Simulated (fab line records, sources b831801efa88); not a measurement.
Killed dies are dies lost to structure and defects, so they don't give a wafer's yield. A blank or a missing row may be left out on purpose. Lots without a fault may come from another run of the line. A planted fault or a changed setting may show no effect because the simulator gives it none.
fab line records | flow sky130 | part 1 of 2: steps 1 to 23 of 32
record lots=5 wafers=15 last_day=48
route steps=708 shown METAL4@621 VIA4@639
lots that met no fault: from a run of the same line without faults
start_h: hours from the record's first day to the start of the lot's first wafer shown | wait_h: hours since the lot's step before | " the same as in the row above | L1.1+2: a row that stands for several wafers | - no value, or no start given | * or withheld: withheld | < > ~ a bound
route shown NAME@n: a module of which the file shows steps, and the number in the route of the first | usual: mean/standard deviation of fault-free wafers | same: alike in all rows | chamber/n: place in a boat | sites: the reading at each site | _std_site: their standard deviation | _edge_site: outer sites' mean less inner sites' | radius_mm: how far each site lies from the wafer's centre | mask NAME#n: copy n | behind: the tool/chamber that last shaped the wafer | hold: why the lot was held/for how many hours/how that ended | device: the transistor (n, p or np) that didn't switch | end of line: the same wafers' tests at the end of the route | a step without rows: its recipe alone | killed: dies lost to structure and defects at the first sort, not the wafer's yield | map: a wafer's dies, x killed, . not, _ none there
set.NAME: the setting as run; set.NAME@STEP: as run at that earlier step | model.NAME: the simulator's own value behind a step, which no gauge read
lots at some steps of the route; a table a step, a row a wafer
services: from which hour (start_h, from the record's first day; less than 0 if before it) a tool's chamber was out of use, for how many hours, and why
## steps
# step SKY_METAL4_DEHYDRATE_05
# recipe temp_c=200 time_s=60
# usual chill_plate_temp_C=22.99/0.12
# columns lot.wafer tool chamber start_h wait_h chill_plate_temp_C
L074.4 litho_track-04 0 958.71 11.2 22.98
L074.5 " 0 " " 23.12
L074.6 " 0 " " 23.11
L079.1 litho_track-04 0 1018.53 10.5 23.14
L079.3 " 0 " " 23.05
L079.5 " 0 " " 22.99
L080.2 litho_track-04 0 1024.91 10.2 22.89
L080.4 " 0 " " 22.97
L080.5 " 0 " " 22.97
L083.1 litho_track-04 0 1039.33 10.4 22.98
L083.2 " 0 " " 23.00
L083.6 " 0 " " 22.93
L087.1 litho_track-03 0 1055.06 10.4 23.11
L087.4 " 0 " " 22.96
L087.5 " 0 " " 22.94
# step SKY_METAL4_HMDS_06
# recipe prime_time_s=60 prime_temp_c=120
# usual chill_plate_temp_C=22.99/0.096
# columns lot.wafer tool chamber start_h wait_h chill_plate_temp_C
L074.4 litho_track-04 0 958.86 0.1 23.02
L074.5 " 0 " " 23.11
L074.6 " 0 " " 22.94
L079.1 litho_track-04 0 1018.68 0.1 23.04
L079.3 " 0 " " 23.01
L079.5 " 0 " " 23.07
L080.2 litho_track-04 0 1025.06 0.1 23.03
L080.4 " 0 " " 23.14
L080.5 " 0 " " 23.02
L083.1 litho_track-04 0 1039.48 0.1 22.98
L083.2 " 0 " " 23.15
L083.6 " 0 " " 22.91
L087.1 litho_track-03 0 1055.21 0.1 23.12
L087.4 " 0 " " 22.98
L087.5 " 0 " " 23.12
# step SKY_METAL4_COAT_07
# recipe resist=BARC temp_c=withheld time_s=withheld spin_rpm=3000 resist_thk_nm=60
# usual chill_plate_temp_C=* dispense_pressure_kPa=49.4/1.5
# columns lot.wafer tool chamber start_h wait_h chill_plate_temp_C dispense_pressure_kPa
L074.4 litho_track-04 0 959.01 0.1 * 48.5
L074.5 " 0 " " * 48.4
L074.6 " 0 " " * 48.4
L079.1 litho_track-04 0 1018.83 0.1 * 48.5
L079.3 " 0 " " * 48.5
L079.5 " 0 " " * 48.4
L080.2 litho_track-04 0 1025.21 0.1 * 48.4
L080.4 " 0 " " * 48.5
L080.5 " 0 " " * 48.5
L083.1 litho_track-04 0 1039.63 0.1 * 48.4
L083.2 " 0 " " * 48.5
L083.6 " 0 " " * 48.5
L087.1 litho_track-03 0 1055.36 0.1 * 48.3
L087.4 " 0 " " * 48.2
L087.5 " 0 " " * 48.3
# step SKY_METAL4_COAT_08
# recipe resist=KrF-thick spin_rpm=3000 resist_thk_nm=1140
# usual chill_plate_temp_C=23.02/0.12 dispense_pressure_kPa=49.4/1.5
# columns lot.wafer tool chamber start_h wait_h chill_plate_temp_C dispense_pressure_kPa
L074.4 litho_track-04 0 - - 22.97 48.5
L074.5 " 0 " " 23.08 48.5
L074.6 " 0 " " 22.90 48.5
L079.1 litho_track-04 0 - - 22.98 48.6
L079.3 " 0 " " 23.10 48.5
L079.5 " 0 " " 22.95 48.5
L080.2 litho_track-04 0 - - 23.23 48.5
L080.4 " 0 " " 22.78 48.5
L080.5 " 0 " " 23.01 48.6
L083.1 litho_track-04 0 - - 23.01 48.6
L083.2 " 0 " " 22.89 48.5
L083.6 " 0 " " 23.12 48.6
L087.1 litho_track-03 0 - - 22.91 48.3
L087.4 " 0 " " 22.97 48.3
L087.5 " 0 " " 22.96 48.3
# step SKY_METAL4_SOFTBAKE_09
# recipe temp_c=100 time_s=90 resist=KrF-thick
# usual chill_plate_temp_C=23.01/0.093
# columns lot.wafer tool chamber start_h wait_h chill_plate_temp_C
L074.4 litho_track-04 0 - - 22.90
L074.5 " 0 " " 23.03
L074.6 " 0 " " 23.23
L079.1 litho_track-04 0 - - 22.90
L079.3 " 0 " " 22.90
L079.5 " 0 " " 23.06
L080.2 litho_track-04 0 - - 22.95
L080.4 " 0 " " 23.01
L080.5 " 0 " " 23.05
L083.1 litho_track-04 0 - - 22.96
L083.2 " 0 " " 23.13
L083.6 " 0 " " 23.13
L087.1 litho_track-03 0 - - 22.97
L087.4 " 0 " " 23.03
L087.5 " 0 " " 23.02
# step SKY_METAL4_EXPOSE_10
# recipe mask_id=MM4 na=0.68 source_shape=annular sigma_inner=0.4 sigma_outer=0.8 target_cd_nm=300 dose_mj=28
# usual stage_vel_mm_s=500.02/0.25
# same sigma_inner=0.4
# columns lot.wafer tool chamber start_h wait_h mask stage_vel_mm_s
L074.4 krf_scanner-01 0 - - MM4#0 499.25
L074.5 " 0 " " MM4#0 499.66
L074.6 " 0 " " MM4#0 500.04
L079.1 krf_scanner-02 0 - - MM4#0 499.69
L079.3 " 0 " " MM4#0 500.02
L079.5 " 0 " " MM4#0 500.23
L080.2 krf_scanner-02 0 - - MM4#0 500.21
L080.4 " 0 " " MM4#0 500.30
L080.5 " 0 " " MM4#0 499.89
L083.1 krf_scanner-01 0 - - MM4#0 500.32
L083.2 " 0 " " MM4#0 500.06
L083.6 " 0 " " MM4#0 500.30
L087.1 krf_scanner-01 0 - - MM4#0 500.24
L087.4 " 0 " " MM4#0 500.02
L087.5 " 0 " " MM4#0 499.93
# step SKY_METAL4_PEB_11
# recipe peb_temp_c=withheld peb_time_s=withheld resist=KrF-thick
# usual chill_plate_temp_C=*
# columns lot.wafer tool chamber start_h wait_h chill_plate_temp_C
L074.4 litho_track-02 0 - - *
L074.5 " 0 " " *
L074.6 " 0 " " *
L079.1 litho_track-02 0 - - *
L079.3 " 0 " " *
L079.5 " 0 " " *
L080.2 litho_track-03 0 - - *
L080.4 " 0 " " *
L080.5 " 0 " " *
L083.1 litho_track-02 0 - - *
L083.2 " 0 " " *
L083.6 " 0 " " *
L087.1 litho_track-03 0 - - *
L087.4 " 0 " " *
L087.5 " 0 " " *
# step SKY_METAL4_DEVELOP_12
# recipe develop_time_s=60 resist=KrF-thick dev_temp_c=21
# usual chill_plate_temp_C=22.98/0.096
# columns lot.wafer tool chamber start_h wait_h chill_plate_temp_C
L074.4 litho_track-02 0 - - 23.05
L074.5 " 0 " " 22.98
L074.6 " 0 " " 23.27
L079.1 litho_track-02 0 - - 22.91
L079.3 " 0 " " 23.03
L079.5 " 0 " " 23.01
L080.2 litho_track-03 0 - - 22.94
L080.4 " 0 " " 23.02
L080.5 " 0 " " 23.09
L083.1 litho_track-02 0 - - 23.03
L083.2 " 0 " " 22.83
L083.6 " 0 " " 23.03
L087.1 litho_track-03 0 - - 23.14
L087.4 " 0 " " 23.03
L087.5 " 0 " " 22.91
# step SKY_METAL4_CD_MEAS_13
# recipe target_cd_nm=300
# usual cd_nm=300.3/1.3
# columns lot.wafer tool chamber start_h wait_h cd_nm
L074.4 cd_sem-02 - 970.91 - 301.4
L074.5 " - " " 299.4
L074.6 " - " " 300.5
L079.1 cd_sem-01 - 1030.55 - 301.3
L079.3 " - " " 300.3
L079.5 " - " " 300.4
L080.2 cd_sem-02 - 1037.21 - 300.7
L080.4 " - " " 300.6
L080.5 " - " " 299.6
L083.1 cd_sem-01 - 1051.05 - 303.4
L083.2 " - " " 301.2
L083.6 " - " " 300.4
L087.1 cd_sem-02 - 1065.86 - 298.7
L087.4 " - " " 299.8
L087.5 " - " " 299.5
# step SKY_METAL4_OVL_MEAS_14
# usual METAL4_OVL=1/5.9
# columns lot.wafer tool chamber start_h wait_h METAL4_OVL[nm]
L074.4 overlay-02 - 970.98 0.1 -2
L074.5 " - " " 5
L074.6 " - " " -5
L079.1 overlay-02 - 1030.67 0.1 -3
L079.3 " - " " -8
L079.5 " - " " -5
L080.2 overlay-02 - 1037.32 0.1 1
L080.4 " - " " 2
L080.5 " - " " 2
L083.1 overlay-01 - 1051.17 0.1 -6
L083.2 " - " " -4
L083.6 " - " " 8
L087.1 overlay-01 - 1065.98 0.1 9
L087.4 " - " " 6
L087.5 " - " " 9
# step SKY_METAL4_DESCUM_15
# recipe chemistry=O2 source_power_w=150 bias_power_w=0 pressure_mtorr=10 temp_c=40 time_s=8
# usual chamber_pressure_mTorr=10.000/0.0087 drypump_motor_current_A=5.3/0.34 oes_product_au=1.002/0.0095
# same bias_power_w=0
# columns lot.wafer tool chamber start_h wait_h chamber_pressure_mTorr drypump_motor_current_A oes_product_au rf_hours_counter_h
L074.4 rie_metal-02 1 971.01 0.0 10.000 5.7 1.007 -
L074.5 " 1 " " 9.991 5.7 1.004 -
L074.6 " 0 " " 9.997 5.5 1.010 -
L079.1 rie_metal-02 0 1030.70 0.0 9.978 5.5 1.016 8
L079.3 " 1 " " 9.987 5.7 1.013 -
L079.5 " 1 " " 9.994 5.6 1.010 -
L080.2 rie_metal-02 1 1037.35 0.0 10.010 5.6 1.004 9
L080.4 " 0 " " 10.001 5.5 1.002 -
L080.5 " 0 " " 10.014 5.5 0.992 -
L083.1 rie_metal-01 1 1051.20 0.0 10.000 4.7 0.980 6
L083.2 " 0 " " 10.004 5.3 1.001 8
L083.6 " 0 " " 9.992 5.3 0.997 -
L087.1 rie_metal-01 0 1066.02 0.0 10.013 5.3 0.998 9
L087.4 " 0 " " 10.011 5.3 0.997 -
L087.5 " 1 " " 10.000 4.7 0.988 -
# step SKY_METAL4_ETCH_16
# recipe chemistry=N2/H2 target=BARC ion_energy_ev=200 bias_w=100 pressure_mtorr=30 n2_flow_sccm=100 h2_flow_sccm=200 icp_w=500 stop_on=SiO2 time_s=88.2 target_depth_a=600
# usual chamber_pressure_mTorr=29.999/0.027 drypump_motor_current_A=5.3/0.35 h2_flow_sccm=199.9/0.72 oes_product_au=0.626/0.0046 throttle_valve_pct=13.204/0.0087
# columns lot.wafer tool chamber start_h wait_h chamber_pressure_mTorr drypump_motor_current_A h2_flow_sccm oes_product_au rf_hours_counter_h throttle_valve_pct
L074.4 rie_metal-02 1 971.07 0.0 30.023 5.7 200.2 0.627 - 13.215
L074.5 " 1 " " 30.002 5.7 200.1 0.632 - 13.205
L074.6 " 0 " " 29.995 5.5 199.5 0.624 - 13.203
L079.1 rie_metal-02 0 1030.73 0.0 30.017 5.5 199.4 0.627 8 13.208
L079.3 " 1 " " 29.981 5.6 200.8 0.623 - 13.201
L079.5 " 1 " " 30.031 5.6 200.4 0.628 - 13.208
L080.2 rie_metal-02 1 1037.38 0.0 29.989 5.7 199.2 0.625 9 13.187
L080.4 " 0 " " 30.014 5.5 198.9 0.622 - 13.203
L080.5 " 0 " " 30.017 5.5 199.4 0.629 - 13.214
L083.1 rie_metal-01 1 1051.23 0.0 30.011 4.7 200.5 0.630 6 13.203
L083.2 " 0 " " 29.967 5.3 200.0 0.627 8 13.208
L083.6 " 0 " " 30.020 5.3 200.6 0.625 - 13.194
L087.1 rie_metal-01 0 1066.05 0.0 30.000 5.3 199.6 0.622 9 13.199
L087.4 " 0 " " 29.979 5.3 200.0 0.625 - 13.183
L087.5 " 1 " " 30.041 4.7 199.5 0.624 - 13.208
# step SKY_METAL4_ETCH_17
# recipe target=SiO2 stop_on=TiN chemistry=C4F8/O2/Ar source_w=1500 bias_w=1200 pressure_mtorr=40 c4f8_flow_sccm=withheld O2_flow_sccm=6 Ar_flow_sccm=300 time_s=3.9 target_depth_a=150
# usual chamber_pressure_mTorr=40.00/0.035 oes_product_au=0.752/0.0072
# columns lot.wafer tool chamber start_h wait_h chamber_pressure_mTorr oes_product_au rf_hours_counter_h
L074.4 rie_diel-03 0 971.13 0.0 39.94 0.752 13
L074.5 " 1 " " 40.05 0.752 -
L074.6 " 0 " " 40.01 0.747 -
L079.1 rie_diel-01 3 1030.83 0.1 39.96 0.745 25
L079.3 " 0 " " 40.01 0.751 10
L079.5 " 0 " " 39.97 0.759 -
L080.2 rie_diel-01 2 1037.48 0.1 40.05 0.752 14
L080.4 " 1 " " 40.05 0.754 14
L080.5 " 2 " " 39.90 0.752 -
L083.1 rie_diel-03 0 1051.33 0.1 39.99 0.738 15
L083.2 " 2 " " 40.01 0.749 21
L083.6 " 2 " " 39.98 0.759 -
L087.1 rie_diel-03 1 1066.15 0.1 40.03 0.755 18
L087.4 " 3 " " 40.04 0.754 5
L087.5 " 0 " " 40.04 0.764 -
# step SKY_METAL4_METAL_ETCH_18
# recipe target_depth_a=8450 stop_on=SiO2 over_etch_frac=0.3 time_s=183.1 chemistry=Cl2/BCl3 resist_sidewall_deg=88 pressure_mtorr=10 icp_w=900 bias_w=48.5 Cl2_flow_sccm=60 bcl3_flow_sccm=30
# usual chamber_pressure_mTorr=10.001/0.0092 drypump_motor_current_A=5.2/0.36 oes_product_au=0.870/0.0058 throttle_valve_pct=22.265/0.008
# columns lot.wafer tool chamber start_h wait_h chamber_pressure_mTorr drypump_motor_current_A oes_product_au rf_hours_counter_h throttle_valve_pct
L074.4 rie_metal-03 0 971.21 0.1 10.002 4.7 0.870 - 22.270
L074.5 " 0 " " 9.974 4.7 0.866 - 22.269
L074.6 " 1 " " 10.006 5.4 0.871 - 22.270
L079.1 rie_metal-01 0 1030.85 0.0 9.994 5.3 0.868 7 22.265
L079.3 " 0 " " 10.017 5.3 0.863 - 22.276
L079.5 " 1 " " 9.997 4.8 0.875 - 22.268
L080.2 rie_metal-01 0 1037.50 0.0 10.006 5.3 0.871 7 22.258
L080.4 " 0 " " 10.015 5.3 0.866 - 22.272
L080.5 " 0 " " 10.014 5.3 0.868 - 22.271
L083.1 rie_metal-02 0 1051.35 0.0 9.996 5.5 0.872 9 22.266
L083.2 " 1 " " 10.002 5.6 0.869 9 22.272
L083.6 " 0 " " 10.024 5.5 0.873 - 22.262
L087.1 rie_metal-03 0 1066.17 0.0 9.988 4.7 0.873 21 22.255
L087.4 " 0 " " 10.008 4.7 0.878 - 22.260
L087.5 " 1 " " 9.974 5.4 0.860 - 22.263
# step SKY_METAL4_STRIP_19
# recipe chemistry=O2/N2 power_w=1400 pressure_mtorr=1500 platen_temp_c=withheld o2_flow_sccm=3000 n2_flow_sccm=300 overash_fraction=0.5
# usual chamber_pressure_mTorr=1500.0/1.2 drypump_motor_current_A=5.6/0.55 oes_product_au=0.502/0.0055 strip_time_to_endpoint_s=6.53/0.079
# columns lot.wafer tool chamber start_h wait_h chamber_pressure_mTorr drypump_motor_current_A oes_product_au rf_hours_counter_h strip_time_to_endpoint_s
L074.4 plasma_asher-02 0 971.36 0.1 1499.9 5.9 0.504 - 6.50
L074.5 " 0 " " 1501.0 5.9 0.507 - 6.56
L074.6 " 1 " " 1500.5 6.4 0.492 - 6.52
L079.1 plasma_asher-02 1 1031.03 0.1 1500.1 6.4 0.497 121 6.52
L079.3 " 1 " " 1499.8 6.4 0.510 - 6.58
L079.5 " 1 " " 1501.2 6.4 0.502 - 6.64
L080.2 plasma_asher-02 0 1037.67 0.1 1501.9 5.8 0.508 122 6.59
L080.4 " 1 " " 1500.0 6.4 0.498 - 6.58
L080.5 " 0 " " 1498.3 5.8 0.501 - 6.58
L083.1 plasma_asher-03 0 1051.53 0.1 1499.6 4.9 0.501 91 6.57
L083.2 " 1 " " 1500.9 4.9 0.500 91 6.53
L083.6 " 1 " " 1502.6 4.9 0.504 - 6.53
L087.1 plasma_asher-04 1 1066.35 0.1 1500.2 5.2 0.503 64 6.58
L087.4 " 0 " " 1499.5 5.7 0.496 - 6.58
L087.5 " 1 " " 1501.2 5.2 0.507 - 6.57
# step SKY_METAL4_STRIP_20
# recipe chemistry=post_etch_residue_remover time_s=1200 temp_c=72.5
# columns lot.wafer tool chamber start_h wait_h
L074.4+5+6 wet_bench-01 3 971.43 0.0
L079.1+3+5 wet_bench-04 3 1031.13 0.1
L080.2+4+5 wet_bench-01 3 1037.77 0.1
L083.1+2+6 wet_bench-02 3 1051.63 0.1
L087.1+4+5 wet_bench-01 0 1066.45 0.1
# step SKY_METAL4_CLEAN_21
# recipe chemistry=IPA time_s=180 temp_c=25
# columns lot.wafer tool chamber start_h wait_h
L074.4+5+6 wet_bench-01 0 971.80 0.0
L079.1+3+5 wet_bench-01 2 1031.47 0.0
L080.2+4+5 wet_bench-02 0 1038.12 0.0
L083.1+2+6 wet_bench-04 0 1052.00 0.0
L087.1+4+5 wet_bench-04 2 1067.19 0.0
# step SKY_METAL4_CLEAN_22
# recipe chemistry=O3/DIW dry=n2_spin
# columns lot.wafer tool chamber start_h wait_h
L074.4+5+6 wet_bench-02 1 971.86 0.0
L079.1+3+5 wet_bench-04 1 1031.53 0.0
L080.2+4+5 wet_bench-01 1 1038.17 0.0
L083.1+2+6 wet_bench-01 3 1052.06 0.0
L087.1+4+5 wet_bench-01 0 1067.25 0.0
# step SKY_VIA4_HDPCVD_00
# recipe material=SiO2 target_thk_nm=1750 sigma_open_frac=0.3 time_s=291.7 temp_c=400 sih4_flow_sccm=60 pressure_mtorr=6
# columns lot.wafer tool chamber start_h wait_h
L074.4+5+6 hdpcvd-02 2,0,1 972.05 0.1
L079.1+3+5 hdpcvd-02 2,0,2 1031.62 0.0
L080.2+4+5 hdpcvd-02 0,1,2 1038.27 0.0
L083.1+2+6 hdpcvd-02 1,2,0 1052.16 0.0
L087.1+4+5 hdpcvd-02 2,2,1 1067.45 0.0
# step SKY_VIA4_THK_MEAS_01
# recipe reads=SiO2_of_VIA4_HDPCVD_00
# usual VIA4_HDPCVD_THK=1757/16
# columns lot.wafer tool chamber start_h wait_h VIA4_HDPCVD_THK[nm]
L074.4 film_metro-03 - 972.17 0.0 1765
L074.5 " - " " 1739
L074.6 " - " " 1747
L079.1 film_metro-01 - 1031.80 0.1 1757
L079.3 " - " " 1759
L079.5 " - " " 1765
L080.2 film_metro-03 - 1038.45 0.1 1749
L080.4 " - " " 1725
L080.5 " - " " 1736
L083.1 film_metro-04 - 1052.33 0.1 1745
L083.2 " - " " 1736
L083.6 " - " " 1753
L087.1 film_metro-03 - 1067.63 0.1 1773
L087.4 " - " " 1751
L087.5 " - " " 1752
# step SKY_VIA4_CMP_02
# recipe material=SiO2 down_force_psi=4 platen_rpm=60 pad_velocity_m_s=0.94248
# usual motor_current_A=11.3/1 slurry_flow_ml_min=150.0/0.45
# columns lot.wafer tool chamber start_h wait_h motor_current_A slurry_flow_ml_min
L074.4 cmp-02 0 972.30 0.1 10.3 149.9
L074.6 " 2 " " 11.6 150.4
L074.5 " 3 " " 11.7 150.7
L079.3 cmp-01 2 1031.91 0.1 9.0 149.9
L079.1 " 3 " " 10.9 150.4
L079.5 " 2 " " 8.7 149.6
L080.4 cmp-01 1 1038.55 0.1 11.1 150.2
L080.2 " 3 " " 11.7 149.7
L080.5 " 1 " " 11.8 150.2
L083.1 cmp-01 0 1052.44 0.1 13.1 149.9
L083.2 " 1 " " 11.4 150.1
L083.6 " 3 " " 11.3 149.6
L087.4 cmp-02 1 1067.69 0.0 11.5 150.0
L087.1 " 3 " " 10.8 149.9
L087.5 " 1 " " 10.9 149.6
# step SKY_VIA4_BOW_MEAS_03
# recipe mode=bow
# usual VIA4_BOW=77/8.5
# columns lot.wafer tool chamber start_h wait_h VIA4_BOW[um]
L074.4 film_metro-01 - 972.56 0.2 87
L074.5 " - " " 83
L074.6 " - " " 82
L079.1 film_metro-04 - 1032.16 0.1 75
L079.3 " - " " 85
L079.5 " - " " 71
L080.2 film_metro-03 - 1038.82 0.1 76
L080.4 " - " " 95
L080.5 " - " " 87
L083.1 film_metro-01 - 1052.69 0.2 72
L083.2 " - " " 74
L083.6 " - " " 74
L087.1 film_metro-01 - 1067.99 0.1 68
L087.4 " - " " 77
L087.5 " - " " 71
# step SKY_VIA4_DEHYDRATE_04
# recipe temp_c=200 time_s=60
# usual chill_plate_temp_C=23.00/0.11
# columns lot.wafer tool chamber start_h wait_h chill_plate_temp_C
L074.4 litho_track-03 0 983.99 11.4 23.03
L074.5 " 0 " " 22.96
L074.6 " 0 " " 22.97
L079.1 litho_track-01 0 1042.27 10.1 23.22
L079.3 " 0 " " 23.16
L079.5 " 0 " " 22.94
L080.2 litho_track-01 0 1049.05 10.2 23.09
L080.4 " 0 " " 22.92
L080.5 " 0 " " 22.94
L083.1 litho_track-04 0 1063.13 10.4 23.03
L083.2 " 0 " " 23.29
L083.6 " 0 " " 23.03
L087.1 litho_track-03 0 1078.11 10.1 23.13
L087.4 " 0 " " 23.10
L087.5 " 0 " " 23.01
